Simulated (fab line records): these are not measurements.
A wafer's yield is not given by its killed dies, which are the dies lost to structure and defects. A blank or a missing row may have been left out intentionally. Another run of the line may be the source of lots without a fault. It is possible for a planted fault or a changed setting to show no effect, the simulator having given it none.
fab line records	flow gf180mcu
record: lots: 7	wafers: 21	last-day: 34
route steps=602 shown CONTACT@314 M1@315
lots that met no fault: from a run of the same line without faults
start-h: hours from the record's opening day to when the first of the lot's shown wafers began	wait-h: hours elapsed since this lot's preceding step	" unchanged from the row above	L1.1+2: a single row standing in for several wafers	- no value present, or no start provided	* or withheld: withheld	< > ~ a bound
route shown NAME@n: names a module that has steps shown in the file, with the first one's number in the route	usual: mean/standard deviation of fault-free wafers	same: alike in all rows	chamber/n: place in a boat	sites: each site's reading	_std_site: the standard deviation of these	_edge_site: outer sites' mean less inner sites'	radius-mm: for every site, how far away it sits from the centre of the wafer	mask NAME#n: copy n	behind: the last tool/chamber to shape the wafer	hold: why the lot was held/for how many hours/how that ended	device: whichever transistor did not switch (one of n, p or np)	end of line: tests of these same wafers at the route's end	where a step has no rows: the recipe by itself	killed: the dies lost at the first sort to structure and to defects; this is not the yield of the wafer	map: dies across one wafer; x = killed, . = not, _ = none there
set.NAME: the setting the step ran with; set.NAME@STEP: the setting that earlier step ran with	model.NAME: the simulator's own value behind a step, which no gauge read
certain route steps with their lots: each step a table, each wafer a row
services: when a tool's chamber went out of use (start-h, in hours from the record's first day, below 0 if earlier), for how many hours, and the reason
== steps ==
step: GF_CONTACT_CMP_27
recipe: stop-on: SiO2	down-force-psi: 3.5	platen-rpm: 60	t-overpolish-s: 15	target-thk-nm: 0	pad-velocity-m-s: 0.94248
usual: motor-current-A: 10.3/0.86	overpolish-run-s: 15.001/0.0097	time-to-endpoint-s: 74/3.2
lot.wafer	tool	chamber	start-h	wait-h	motor-current-A	overpolish-run-s	time-to-endpoint-s
L602.4	cmp-01	1	400.71	0.0	11.9	15.010	72
L602.1	"	2	"	"	9.5	14.982	68
L602.6	"	2	"	"	9.8	15.001	71
L607.4	cmp-02	0	443.61	0.1	9.9	14.996	76
L607.2	"	1	"	"	10.4	15.014	74
L607.6	"	3	"	"	10.9	14.998	74
L613.3	cmp-01	3	494.76	0.1	11.2	15.017	77
L613.2	"	0	"	"	10.9	14.995	77
L613.1	"	1	"	"	11.5	15.001	77
L614.2	cmp-02	3	501.86	0.0	10.5	14.994	75
L614.1	"	2	"	"	9.0	15.013	68
L614.6	"	0	"	"	9.7	15.003	72
L615.3	cmp-01	0	510.92	0.1	11.3	15.000	79
L615.4	"	1	"	"	11.5	15.011	79
L615.5	"	2	"	"	9.8	14.991	73
L616.1	cmp-02	1	515.83	0.1	10.6	14.985	72
L616.3	"	2	"	"	9.3	15.018	69
L616.6	"	1	"	"	10.3	14.986	73
L618.2	cmp-02	0	536.57	0.0	9.7	15.010	76
L618.3	"	2	"	"	9.3	14.998	70
L618.1	"	3	"	"	10.3	15.004	76
step: GF_M1_SPUTTER_00
recipe: material: Ti	target-thk-nm: 37.5	arriving-ion-energy-ev: 80	substrate-temp-c: 200	chamber-pressure-pa: 2	power-w: 4000	time-s: 150
usual: throttle-valve-pct: 30.1/1.1
lot.wafer	tool	chamber	start-h	wait-h	throttle-valve-pct
L602.1	pvd-sputter-01	-	401.01	0.2	28.7
L602.4	"	-	"	"	28.7
L602.6	"	-	"	"	31.8
L607.2	pvd-sputter-03	-	443.86	0.1	30.3
L607.4	"	-	"	"	30.4
L607.6	"	-	"	"	30.2
L613.1	pvd-sputter-04	-	495.01	0.1	29.0
L613.2	"	-	"	"	29.7
L613.3	"	-	"	"	30.5
L614.1	pvd-sputter-01	-	502.16	0.1	31.7
L614.2	"	-	"	"	28.9
L614.6	"	-	"	"	29.6
L615.3	pvd-sputter-04	-	511.12	0.1	29.7
L615.4	"	-	"	"	29.0
L615.5	"	-	"	"	30.0
L616.1	pvd-sputter-04	-	516.13	0.2	30.4
L616.3	"	-	"	"	31.4
L616.6	"	-	"	"	31.2
L618.1	pvd-sputter-01	-	536.87	0.1	29.6
L618.2	"	-	"	"	28.8
L618.3	"	-	"	"	28.5
step: GF_M1_SPUTTER_01
recipe: material: TiN	target-thk-nm: 30	power-w: 6500	time-s: 25	chamber-pressure-pa: 0.4
usual: throttle-valve-pct: 30.1/1.1
lot.wafer	tool	chamber	start-h	wait-h	throttle-valve-pct
L602.1	pvd-sputter-01	-	401.11	0.1	28.8
L602.4	"	-	"	"	28.7
L602.6	"	-	"	"	31.7
L607.2	pvd-sputter-03	-	443.96	0.1	30.3
L607.4	"	-	"	"	30.2
L607.6	"	-	"	"	30.0
L613.1	pvd-sputter-04	-	495.11	0.1	29.1
L613.2	"	-	"	"	29.5
L613.3	"	-	"	"	30.6
L614.1	pvd-sputter-01	-	502.26	0.1	31.9
L614.2	"	-	"	"	29.0
L614.6	"	-	"	"	29.7
L615.3	pvd-sputter-04	-	511.22	0.1	29.4
L615.4	"	-	"	"	29.2
L615.5	"	-	"	"	30.1
L616.1	pvd-sputter-04	-	516.23	0.1	30.2
L616.3	"	-	"	"	31.4
L616.6	"	-	"	"	31.2
L618.1	pvd-sputter-01	-	536.97	0.1	29.6
L618.2	"	-	"	"	28.9
L618.3	"	-	"	"	28.5
step: GF_M1_SPUTTER_02
recipe: material: AlCu	target-thk-nm: 450	power-w: 10600	time-s: 23.9	chamber-pressure-pa: 0.4
usual: throttle-valve-pct: 30.1/1.1
lot.wafer	tool	chamber	start-h	wait-h	throttle-valve-pct
L602.1	pvd-sputter-01	-	401.14	0.0	29.0
L602.4	"	-	"	"	28.6
L602.6	"	-	"	"	31.6
L607.2	pvd-sputter-03	-	443.99	0.0	30.2
L607.4	"	-	"	"	30.2
L607.6	"	-	"	"	30.0
L613.1	pvd-sputter-04	-	495.14	0.0	29.0
L613.2	"	-	"	"	29.5
L613.3	"	-	"	"	30.1
L614.1	pvd-sputter-01	-	502.29	0.0	32.1
L614.2	"	-	"	"	28.8
L614.6	"	-	"	"	29.6
L615.3	pvd-sputter-04	-	511.25	0.0	29.9
L615.4	"	-	"	"	29.0
L615.5	"	-	"	"	30.2
L616.1	pvd-sputter-04	-	516.26	0.0	30.2
L616.3	"	-	"	"	31.5
L616.6	"	-	"	"	31.3
L618.1	pvd-sputter-01	-	537.00	0.0	29.5
L618.2	"	-	"	"	28.9
L618.3	"	-	"	"	28.8
step: GF_M1_SPUTTER_03
recipe: material: Ti	target-thk-nm: 10	substrate-temp-c: 300	chamber-pressure-pa: 0.3	power-w: 3000	time-s: 6.7
step: GF_M1_SPUTTER_04
recipe: material: TiN	target-thk-nm: 50	power-w: 6500	time-s: 41.7	chamber-pressure-pa: 0.4
usual: throttle-valve-pct: 30.0/1.1
lot.wafer	tool	chamber	start-h	wait-h	throttle-valve-pct
L602.1	pvd-sputter-01	-	401.19	0.0	29.1
L602.4	"	-	"	"	28.5
L602.6	"	-	"	"	31.8
L607.2	pvd-sputter-03	-	444.04	0.0	30.3
L607.4	"	-	"	"	30.2
L607.6	"	-	"	"	30.2
L613.1	pvd-sputter-04	-	495.19	0.0	28.9
L613.2	"	-	"	"	29.5
L613.3	"	-	"	"	30.3
L614.1	pvd-sputter-01	-	502.34	0.0	32.1
L614.2	"	-	"	"	28.9
L614.6	"	-	"	"	29.8
L615.3	pvd-sputter-04	-	511.30	0.0	29.8
L615.4	"	-	"	"	29.0
L615.5	"	-	"	"	30.3
L616.1	pvd-sputter-04	-	516.31	0.0	30.3
L616.3	"	-	"	"	31.4
L616.6	"	-	"	"	31.5
L618.1	pvd-sputter-01	-	537.05	0.0	29.7
L618.2	"	-	"	"	29.0
L618.3	"	-	"	"	28.9
step: GF_M1_RS_MEAS_05
recipe: thk-meas-gauge: four-point-probe	reads: TiN_of_M1_SPUTTER_04+Ti_of_M1_SPUTTER_03+AlCu_of_M1_SPUTTER_02+TiN_of_M1_SPUTTER_01+Ti_of_M1_SPUTTER_00
usual: M1_ALCU_RS: 0.0694/0.00076
lot.wafer	tool	chamber	start-h	wait-h	M1_ALCU_RS[ohm/sq]
L602.1	film-metro-02	-	401.23	0.0	0.0704
L602.4	"	-	"	"	0.0697
L602.6	"	-	"	"	0.0688
L607.2	film-metro-02	-	444.10	0.0	0.0693
L607.4	"	-	"	"	0.0690
L607.6	"	-	"	"	0.0691
L613.1	film-metro-02	-	495.23	0.0	0.0692
L613.2	"	-	"	"	0.0690
L613.3	"	-	"	"	0.0703
L614.1	film-metro-02	-	502.38	0.0	0.0688
L614.2	"	-	"	"	0.0693
L614.6	"	-	"	"	0.0683
L615.3	film-metro-01	-	511.38	0.1	0.0692
L615.4	"	-	"	"	0.0688
L615.5	"	-	"	"	0.0699
L616.1	film-metro-04	-	516.35	0.0	0.0703
L616.3	"	-	"	"	0.0707
L616.6	"	-	"	"	0.0712
L618.1	film-metro-04	-	537.09	0.0	0.0681
L618.2	"	-	"	"	0.0690
L618.3	"	-	"	"	0.0686
step: GF_M1_THK_MEAS_06
recipe: thk-meas-gauge: xrf	reads: AlCu_of_M1_SPUTTER_02
usual: M1_ALCU_THK: 455/5.2
lot.wafer	tool	chamber	start-h	wait-h	M1_ALCU_THK[nm]
L602.1	film-metro-02	-	401.35	0.1	454
L602.4	"	-	"	"	455
L602.6	"	-	"	"	464
L607.2	film-metro-02	-	444.21	0.1	453
L607.4	"	-	"	"	458
L607.6	"	-	"	"	457
L613.1	film-metro-02	-	495.35	0.1	456
L613.2	"	-	"	"	461
L613.3	"	-	"	"	450
L614.1	film-metro-02	-	502.50	0.1	458
L614.2	"	-	"	"	460
L614.6	"	-	"	"	463
L615.3	film-metro-01	-	511.48	0.1	460
L615.4	"	-	"	"	460
L615.5	"	-	"	"	454
L616.1	film-metro-04	-	516.47	0.1	451
L616.3	"	-	"	"	447
L616.6	"	-	"	"	443
L618.1	film-metro-04	-	537.21	0.1	464
L618.2	"	-	"	"	460
L618.3	"	-	"	"	461
step: GF_M1_DEHYDRATE_07
recipe: temp-c: 200	time-s: 60
step: GF_M1_HMDS_08
recipe: prime-time-s: 60	prime-temp-c: 120
step: GF_M1_COAT_09
recipe: resist: KrF	spin-rpm: withheld	resist-thk-nm: 1000
step: GF_M1_SOFTBAKE_10
recipe: temp-c: 130	time-s: 60	resist: KrF
step: GF_M1_EXPOSE_11
recipe: mask-id: Metal1	target-cd-nm: 230	na: 0.68	source-shape: conventional	sigma-outer: 0.6	dose-mj: 28
usual: exposure-dose-mJ-cm2: 28.003/0.028	focus-offset-nm: 0.0/0.52	na: 0.68/0
lot.wafer	tool	chamber	start-h	wait-h	mask	exposure-dose-mJ-cm2	focus-offset-nm	na
L602.1	krf-scanner-02	0	413.22	-	Metal1#0	28.046	-0.5	0.68
L602.4	"	0	"	"	Metal1#0	28.013	-0.3	0.68
L602.6	"	0	"	"	Metal1#0	28.057	-0.2	0.68
L607.2	krf-scanner-01	0	456.45	-	Metal1#0	27.987	-0.5	0.68
L607.4	"	0	"	"	Metal1#0	27.984	-0.3	0.68
L607.6	"	0	"	"	Metal1#0	28.032	0.0	0.68
L613.1	krf-scanner-01	-	507.18	-	Metal1#0	-	-	-
L613.2	"	-	"	"	Metal1#0	-	-	-
L613.3	"	-	"	"	Metal1#0	-	-	-
L614.1	krf-scanner-01	-	514.41	-	Metal1#0	-	-	-
L614.2	"	-	"	"	Metal1#0	-	-	-
L614.6	"	-	"	"	Metal1#0	-	-	-
L615.3	krf-scanner-02	-	523.33	-	Metal1#0	-	-	-
L615.4	"	-	"	"	Metal1#0	-	-	-
L615.5	"	-	"	"	Metal1#0	-	-	-
L616.1	krf-scanner-01	0	528.20	-	Metal1#0	27.955	-0.4	0.68
L616.3	"	0	"	"	Metal1#0	27.954	-0.1	0.68
L616.6	"	0	"	"	Metal1#0	27.986	0.4	0.68
L618.1	krf-scanner-02	0	548.83	-	Metal1#0	28.042	-1.0	0.68
L618.2	"	0	"	"	Metal1#0	27.959	-0.6	0.68
L618.3	"	0	"	"	Metal1#0	27.956	-1.4	0.68
step: GF_M1_PEB_12
recipe: peb-temp-c: 135	peb-time-s: 90	resist: KrF
== services ==
tool	chamber	start-h	hours	kind
cmp-01	-	384.87	4.5	repair
krf-scanner-01	-	390.26	3.2	repair
krf-scanner-01	-	396.84	1.0	repair
krf-scanner-02	-	399.68	0.8	pm
krf-scanner-02	-	401.63	4.0	pm
cmp-02	-	404.22	4.0	pm
krf-scanner-01	-	411.71	4.4	pm
krf-scanner-02	-	428.89	9.0	repair
krf-scanner-02	-	437.03	1.4	repair
krf-scanner-01	-	437.64	3.4	repair
krf-scanner-02	-	441.01	1.0	pm
krf-scanner-02	-	443.44	2.7	repair
cmp-02	-	444.16	1.0	repair
cmp-02	-	449.30	4.5	pm
pvd-sputter-01	-	454.50	13.3	repair
pvd-sputter-01	-	482.82	17.8	repair
krf-scanner-01	-	483.14	0.8	pm
krf-scanner-01	-	494.80	1.3	pm
cmp-02	-	506.74	4.3	pm
pvd-sputter-01	-	521.62	4.1	repair
pvd-sputter-01	-	537.95	14.4	repair
krf-scanner-01	-	541.41	1.0	pm
cmp-02	-	545.24	1.2	repair
cmp-02	-	547.64	5.6	repair
== key ==
first-sign: step: GF_M1_EXPOSE_11	reading: tool-record	direction: missing
effect none on later readings
met-at GF_M1_EXPOSE_11
struck-wafers L613.1,L613.2,L613.3,L614.1,L614.2,L614.6,L615.3,L615.4,L615.5
later-rows-left-out L613.1,L613.2,L613.3,L614.1,L614.2,L614.6,L615.3,L615.4,L615.5
sort-left-out L613.1,L613.2,L613.3,L614.1,L614.2,L614.6,L615.3,L615.4,L615.5
onset-between 456.45 507.18
fault: kind: skipped-step-whole	tool: krf-scanner-01,krf-scanner-02	chamber: -	onset-h: 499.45	steps: GF_M1_EXPOSE_11	scope: struck-lots-only
sort-left-out: the simulated sort isn't trusted on such a fault, so these wafers' sort isn't shown, and their yield isn't known
later-rows-left-out: the simulator's readings of these wafers behind a module that went badly wrong aren't trusted and aren't shown, but for the sort
